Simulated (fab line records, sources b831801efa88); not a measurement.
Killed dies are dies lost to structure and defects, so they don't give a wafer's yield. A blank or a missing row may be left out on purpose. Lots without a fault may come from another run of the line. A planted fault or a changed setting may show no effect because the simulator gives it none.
Problem report in the 8D (eight disciplines) form, filled by code | flow sky130 | the parts of the form that need people (team, actions taken, sign-off) are left out

1. THE PROBLEM
cd_nm at SKY_METAL2_CD_MEAS_15 reads a mean of 120.3 nm on 2 wafers of 2 lots; wafers without a fault read 140.3 nm with a standard deviation of 1.7. That is -12 standard deviations from the usual mean.
The step: target cd 140 nm.
First seen on wafer L589.2, day 38 22:41, on cd_sem-02. The record holds 36 wafers of 12 lots with a number at this step. Rule for "out", or "out of limits": more than 4 standard deviations from the usual mean. The other wafers with a number count as sound.

2. WHAT IT IS AND WHAT IT IS NOT
question                    | is                | is not
which readings at this step | cd_nm             | -
which lots                  | L589, L590        | L577, L580, L583, L585, L586, L587, L597, L598, L599, L600
which wafers of those lots  | L589.2, L590.2    | L589.4, L589.6, L590.4, L590.5
read on which gauges        | cd_sem-02         | cd_sem-01
when                        | from day 38 22:41 | up to then (20 sound wafers); but 14 sound wafers of L590, L597, L598, L599, L600 came after

3. SUSPECTS, AND WHAT RULES EACH OUT
Counting: a tool at a process step up to the reading stays a suspect if it ran every lot that is out. Sound lots after the first of them don't rule it out here, since some wafers of a struck lot are sound.
- the gauge at SKY_METAL2_CD_MEAS_15: kept. All the wafers that are out were read on cd_sem-02, and no step on other tools shows them out.
- krf_scanner-01 at SKY_METAL2_EXPOSE_12 (exposes mask MM2, target cd 140 nm): kept. It ran every lot that is out, first L589 (day 38 10:56); its last sound lot up to then is L586 (day 37 08:50).
Left after counting: krf_scanner-01 at SKY_METAL2_EXPOSE_12, cd_sem-02 at SKY_METAL2_CD_MEAS_15.

4. THE CAUSE (what the simulator had put in)
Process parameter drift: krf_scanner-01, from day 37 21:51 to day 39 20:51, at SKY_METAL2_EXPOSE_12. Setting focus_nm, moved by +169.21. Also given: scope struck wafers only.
Counting left 2 suspects, and this tool is among them.

5. THE CHAIN OF EFFECTS, in route order
Each row: a reading whose mean over the struck wafers that have a number lies more than 3 standard deviations from the usual. Only readings for which the record gives a usual standard deviation are gone through. hours: the time from each lot's start at the first step in this table that gives one to its start at this step, as a median over the lots. sigmas: the change in usual standard deviations.
hours | step                  | reading              | usual    | on struck wafers | change | sigmas
0     | SKY_METAL2_CD_MEAS_15 | cd_nm                | 140.3 nm | 120.3            | -20.0  | -12
231   | SKY_PAD_OPEN_PROBE_99 | defect_limited_yield | 82.3 %   | 73.3             | -9.0   | -4.5
231   | SKY_PAD_OPEN_PROBE_99 | killed_at_M0_to_M3   | 43       | 88               | +45    | +6.2
231   | SKY_PAD_OPEN_PROBE_99 | killed_dies          | 87       | 131              | +44    | +4.4
231   | SKY_PAD_OPEN_PROBE_99 | sort_bin_5_function  | 10.4 %   | 18.9             | +8.5   | +5.3
231   | SKY_PAD_OPEN_PROBE_99 | sort_n_pass          | 405      | 361              | -44    | -4.4
231   | SKY_PAD_OPEN_PROBE_99 | sort_yield_pct       | 82.3 %   | 73.3             | -9.0   | -4.5
The process steps in it:
- SKY_PAD_OPEN_PROBE_99
Later measuring or inspecting steps at which every struck wafer that the step has a row for has a number for every such reading, and none has moved that far: SKY_METAL2_OVL_MEAS_16.

6. WHAT WOULD HAVE CAUGHT IT SOONER
In this record the first reading out of limits at a measuring or inspecting step was taken at day 38 22:41, 25 hours after the fault began at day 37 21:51.
Of the tool readings at SKY_METAL2_EXPOSE_12 for which the record gives a usual standard deviation, none was out on any struck wafer, so an alarm limit of 4 standard deviations on them would not have fired.
All the lots that are out (2) had begun SKY_METAL2_EXPOSE_12 on krf_scanner-01 by day 38 22:41. A hold on the tool at that time would have spared none of them.
